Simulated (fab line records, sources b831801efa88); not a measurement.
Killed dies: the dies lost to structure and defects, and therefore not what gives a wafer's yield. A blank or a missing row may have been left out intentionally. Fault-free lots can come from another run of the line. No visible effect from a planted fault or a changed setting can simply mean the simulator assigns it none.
The tool behind it: which one?	flow gf180mcu	11 lots, 33 wafers sampled, at 8 steps of a route of 602

WHAT THE GAUGES READ, wafer by wafer
GF_STI_THK_MEAS_22. Usual: STI_OXIDATION_01_THK typically reads 14.8 nm, with standard deviation 0.37.
lot	measured	on	STI_OXIDATION_01_THK (nm)	flag
L381	day 2 02:38	film metro-04	15.3 15.0 15.4	
L382	day 2 09:05	film metro-04	15.0 15.0 15.2	
L384	day 2 18:38	film metro-03	15.0 15.0 15.1	
L386	day 3 05:53	film metro-02	15.1 14.7 14.9	
L387	day 3 09:32	film metro-03	15.0 15.0 15.0	
L390	day 4 01:22	film metro-03	14.5 14.5 14.5	
L396	day 5 08:45	film metro-03	14.8 14.7 14.9	
L397	day 5 14:28	film metro-04	14.6 14.6 14.6	
L399	day 6 01:25	film metro-03	14.5 14.2 14.2	
L403	day 6 20:29	film metro-02	15.6 15.2 15.1	
L404	day 7 04:05	film metro-03	14.9 14.7 14.7	

GF_NWELL_TW_MEAS_11. Usual: NWELL_TW typically reads 1575, with standard deviation 7.9.
lot	measured	on	NWELL_TW	flag
L381	day 3 06:43	film metro-04	1577 1573 1565	
L382	day 3 14:15	film metro-02	1583 1584 1583	
L384	day 3 23:36	film metro-01	1578 1572 1579	
L386	day 4 11:37	film metro-01	1847 1567 1844 1846 1558 1838	OFF
L387	day 4 15:30	film metro-04	1579 1858 1849 1578 1857 1856	OFF
L390	day 5 07:57	film metro-04	1580 1864 1872 1582 1846 1852	OFF
L396	day 6 19:49	film metro-02	1585 1576 1578	
L397	day 6 22:36	film metro-04	1569 1566 1562	
L399	day 7 10:55	film metro-04	1572 1578 1569	
L403	day 8 06:30	film metro-04	1572 1568 1580	
L404	day 8 16:09	film metro-01	1578 1580 1571	

GF_LVPWELL_TW_MEAS_11. Usual: LVPWELL_TW typically reads 561, with standard deviation 3.5.
lot	measured	on	LVPWELL_TW	flag
L381	day 3 20:36	film metro-04	560 563 562	
L382	day 4 04:11	film metro-02	563 561 561	
L384	day 4 13:14	film metro-01	553 555 555	
L386	day 5 02:07	film metro-01	1403 562 1391 1403 559 1395	OFF
L387	day 5 05:24	film metro-01	558 1395 1401 559 1391 1399	OFF
L390	day 5 22:35	film metro-02	565 1404 1406 563 1401 1408	OFF
L396	day 7 10:53	film metro-02	562 565 565	
L397	day 7 14:18	film metro-02	565 564 563	
L399	day 8 03:34	film metro-01	562 562 559	
L403	day 8 23:10	film metro-01	559 559 560	
L404	day 9 09:05	film metro-01	561 560 561	

GF_MVSD_TW_MEAS_11. Usual: MVSD_TW typically reads 1582, with standard deviation 9.6.
lot	measured	on	MVSD_TW	flag
L381	day 4 10:39	film metro-02	1593 1588 1587	
L382	day 4 18:25	film metro-02	1589 1582 1591	
L384	day 5 03:29	film metro-01	1574 1573 1582	
L386	day 5 17:19	film metro-01	1850 1581 1858 1851 1584 1860	OFF
L387	day 5 20:20	film metro-01	1576 1853 1860 1578 1848 1856	OFF
L390	day 6 13:55	film metro-01	1567 1855 1858 1585 1863 1855	OFF
L396	day 8 03:20	film metro-02	1600 1613 1602	
L397	day 8 07:12	film metro-01	1584 1583 1585	
L399	day 8 19:49	film metro-01	1571 1577 1572	
L403	day 9 16:41	film metro-01	1580 1580 1569	
L404	day 10 03:06	film metro-02	1581 1578 1585	

GF_HV_LDD_TW_MEAS_23. Usual: HV_LDD_2_TW typically reads 1057, with standard deviation 5.8.
lot	measured	on	HV_LDD_2_TW	flag
L381	day 10 14:22	film metro-01	1047 1050 1057	
L382	day 11 02:46	film metro-01	1050 1046 1048	
L384	day 11 15:40	film metro-04	1055 1053 1047	
L386	day 12 09:08	film metro-04	1069 1057 1061	
L387	day 12 17:16	film metro-02	1058 1059 1053	
L390	day 13 13:07	film metro-04	1062 1058 1065	
L396	day 15 15:25	film metro-04	1057 1054 1063	
L397	day 15 21:27	film metro-01	1054 1065 1052	
L399	day 16 12:26	film metro-01	1061 1055 1056	
L403	day 17 15:25	film metro-02	1054 1054 1054	
L404	day 18 04:22	film metro-02	1058 1053 1052	

GF_V1_THK_MEAS_25: measures by xrf. Usual: V1_W_THK typically reads 349 nm, with standard deviation 5.7.
lot	measured	on	V1_W_THK (nm)	flag
L381	day 17 22:37	film metro-03	348 341 346	
L382	day 18 14:52	film metro-04	360 346 360	
L384	day 19 08:05	film metro-03	353 346 352	
L386	day 20 04:48	film metro-02	347 343 351	
L387	day 20 14:06	film metro-04	349 351 353	
L390	day 21 14:43	film metro-04	349 353 353	
L396	day 23 20:13	film metro-04	345 349 351	
L397	day 24 01:40	film metro-03	341 344 341	
L399	day 24 18:03	film metro-02	348 346 350	
L403	day 25 19:54	film metro-03	344 346 341	
L404	day 26 07:31	film metro-04	359 356 351	

EACH LOT AND THE TOOL THAT RAN IT (in order: tool; ch and the chambers of the sampled wafers; start)
lot	GF_DNWELL_COAT_02	GF_DNWELL_STRIP_08
L381	litho track-03 ch 0, day 2 10:54	plasma asher-04 ch 0,1, day 2 17:40
L382	litho track-04 ch 0, day 2 17:49	plasma asher-01 ch 0,1, day 3 00:42
L384	litho track-02 ch 0, day 3 03:15	plasma asher-04 ch 0,1, day 3 09:57
L386	litho track-02 ch 0, day 3 14:43	plasma asher-04 ch 0,1, day 3 21:12
L387	litho track-02 ch 0, day 3 18:45	plasma asher-02 ch 0,1, day 4 01:48
L390	litho track-02 ch 0, day 4 10:30	plasma asher-02 ch 0,1, day 4 17:51
L396	litho track-03 ch 0, day 5 20:28	plasma asher-02 ch 0,1, day 6 03:57
L397	litho track-04 ch 0, day 5 23:21	plasma asher-01 ch 0,1, day 6 07:15
L399	litho track-04 ch 0, day 6 11:18	plasma asher-04 ch 0,1, day 6 18:56
L403	litho track-03 ch 0, day 7 06:32	plasma asher-04 ch 0,1, day 7 14:15
L404	litho track-02 ch 0, day 7 14:24	plasma asher-04 ch 1, day 7 22:57
- GF_DNWELL_COAT_02: resist thk 3000 nm.
- GF_DNWELL_STRIP_08: strips in O2/N2.

AS READ BY THE TOOLS THEMSELVES (means over the sampled wafers that have a number; for cases with no such wafer, the mark the record gives instead)
GF_DNWELL_STRIP_08. Usual: drypump motor current A 5.8 A, standard deviation 0.43; heater power w 324 W, standard deviation 28; n2 flow sccm 300.0 sccm, standard deviation 0.76; oes product au 0.722 a.u., standard deviation 0.0047; platen temp c 249.98 C, standard deviation 0.17; strip time to endpoint s 36.96 s, standard deviation 0.11.
lot	tool	drypump motor current A (A)	heater power w (W)	n2 flow sccm (sccm)	oes product au (a.u.)	platen temp c (C)	strip time to endpoint s (s)	flag
L381	plasma asher-04	6.0	324	299.2	0.728	249.88	37.05	
L382	plasma asher-01	5.7	326	299.8	0.724	250.08	36.91	
L384	plasma asher-04	5.5	319	299.4	0.718	250.10	36.94	
L386	plasma asher-04	5.5	326	300.1	0.720	250.04	26.16	OFF
L387	plasma asher-02	6.0	299	299.5	0.720	250.10	26.12	OFF
L390	plasma asher-02	6.0	305	300.3	0.718	249.99	26.27	OFF
L396	plasma asher-02	6.0	305	300.6	0.718	250.14	37.09	
L397	plasma asher-01	5.6	351	300.5	0.723	250.23	36.98	
L399	plasma asher-04	5.5	330	300.7	0.718	250.09	36.99	
L403	plasma asher-04	6.0	325	300.2	0.724	249.96	37.02	
L404	plasma asher-04	6.4	317	299.6	0.723	249.88	36.83	

THE ANSWER, worked out from the rows above alone
Rule: lot off if the mean of its wafers having a number is beyond 3 standard deviations from the usual mean. A lot without any number at a reading at which 4 lots or more have one is off too. Where the step has rows for the other lots, those lots are counted as sound. First the gauges in route order, then the tools' own readings, where a lot's mean is used as printed above. The first step at which some lot is off is used, and at that step the reading that is off furthest; a lot without a number counts as furthest.
Off: at GF_NWELL_TW_MEAS_11 (NWELL_TW), L386, L387, L390.
A tool fits if, at a process step before that reading, it ran every lot that is off, and no sound lot after the first of them. The gauges at GF_NWELL_TW_MEAS_11 aren't tried: what is off there is off at GF_DNWELL_STRIP_08 too, on other tools, and a gauge's error can't cause that. Of those tried, none fits.

WHAT THE SIMULATOR HAD INSERTED
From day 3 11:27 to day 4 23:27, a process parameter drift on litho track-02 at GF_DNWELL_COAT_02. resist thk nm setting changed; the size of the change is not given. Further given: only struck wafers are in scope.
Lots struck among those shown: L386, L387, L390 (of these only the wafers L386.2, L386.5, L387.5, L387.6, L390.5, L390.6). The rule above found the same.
